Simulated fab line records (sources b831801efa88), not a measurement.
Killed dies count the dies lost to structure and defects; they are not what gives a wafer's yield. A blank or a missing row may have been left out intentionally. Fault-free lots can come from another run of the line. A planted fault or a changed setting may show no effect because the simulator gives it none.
Check of tool commonality	flow gf180mcu	Lots sampled 14, wafers sampled 42

== REASON FOR OPENING ==
Of 14 lots, 2 have the reading MVSD_TW flagged at GF_MVSD_TW_MEAS_11. Wafers without a fault read 1577, standard deviation 15.
Rule: a lot is flagged in two cases, either no wafer of it has a number, or all its wafers with numbers fall more than 4 standard deviations from that mean. As for the other lots, they are considered sound.

lot	measured	on	MVSD_TW, wafer by wafer	flag
L862	day 4 10:36	film metro-03	1596 1585 1604	
L864	day 4 23:55	film metro-01	1500 1496 1503	FLAGGED
L865	day 5 03:40	film metro-01	1507 1503 1495	FLAGGED
L866	day 5 08:59	film metro-03	1611 1594 1598	
L874	day 7 09:53	film metro-04	1591 1592 1585	
L875	day 7 16:41	film metro-04	1582 1585 1591	
L876	day 7 21:38	film metro-03	1582 1574 1576	
L877	day 8 03:17	film metro-01	1552 1551 1568	
L879	day 8 16:04	film metro-03	1598 1593 1590	
L880	day 8 20:51	film metro-01	1549 1552 1548	
L882	day 9 09:35	film metro-03	1592 1594 1597	
L883	day 9 14:09	film metro-01	1566 1570 1568	
L884	day 9 17:21	film metro-03	1582 1584 1589	
L885	day 10 02:50	film metro-01	1573 1578 1575	
On average the flagged lots' numbers are 1501, which is -76 against the usual, or -5 standard deviations.

== TOOL THAT RAN EACH LOT ==
The record holds 1 process step before the reading, out of a route of 602 steps. Read each cell as the tool, then ch plus the chambers that the sampled wafers visited, then the start.
lot	flag	GF_MVSD_IMPLANT_09
L862		implanter-04 ch 0, day 4 10:22
L864	FLAGGED	implanter-03, day 4 23:43
L865	FLAGGED	implanter-02, day 5 03:28
L866		implanter-03 ch 0, day 5 08:44
L874		implanter-03 ch 0, day 7 09:38
L875		implanter-04 ch 0, day 7 16:26
L876		implanter-02 ch 0, day 7 21:23
L877		implanter-03 ch 0, day 8 03:02
L879		implanter-02 ch 0, day 8 15:51
L880		implanter-02 ch 0, day 8 20:36
L882		implanter-04 ch 0, day 9 09:20
L883		implanter-02 ch 0, day 9 13:55
L884		implanter-02 ch 0, day 9 17:06
L885		implanter-03 ch 0, day 10 02:37
What these steps do:
- GF_MVSD_IMPLANT_09
- GF_MVSD_TW_MEAS_11

== FLAGGED AGAINST TOTAL, ONE TOOL AT A TIME (gauges that did the reading follow at the end) ==
step	tool	lots run	flagged	share of the flagged lots	sound lots run after its first flagged lot
GF_MVSD_IMPLANT_09	implanter-02	6	1	some	5 (L876,L879,L880,L883,L884)
GF_MVSD_IMPLANT_09	implanter-03	5	1	some	4 (L866,L874,L877,L885)
GF_MVSD_IMPLANT_09	implanter-04	3	0	none	-
GF_MVSD_TW_MEAS_11	film metro-01	6	2	all	4 (L877,L880,L883,L885)
GF_MVSD_TW_MEAS_11	film metro-03	6	0	none	-
GF_MVSD_TW_MEAS_11	film metro-04	2	0	none	-

== WHAT IS ALLOWED BY THE TABLE ==
1 row of the table ran every flagged lot: film metro-01 at GF_MVSD_TW_MEAS_11.
- film metro-01 at GF_MVSD_TW_MEAS_11: 2 of its 6 lots flagged. Sound lots ran on it after the first flagged one (L877, L880, L883, L885), which a lasting fault on the whole tool wouldn't allow.
None of the table's rows ran every flagged lot and, after the first, no sound lot.

== WHAT HAD BEEN PUT IN BY THE SIMULATOR ==
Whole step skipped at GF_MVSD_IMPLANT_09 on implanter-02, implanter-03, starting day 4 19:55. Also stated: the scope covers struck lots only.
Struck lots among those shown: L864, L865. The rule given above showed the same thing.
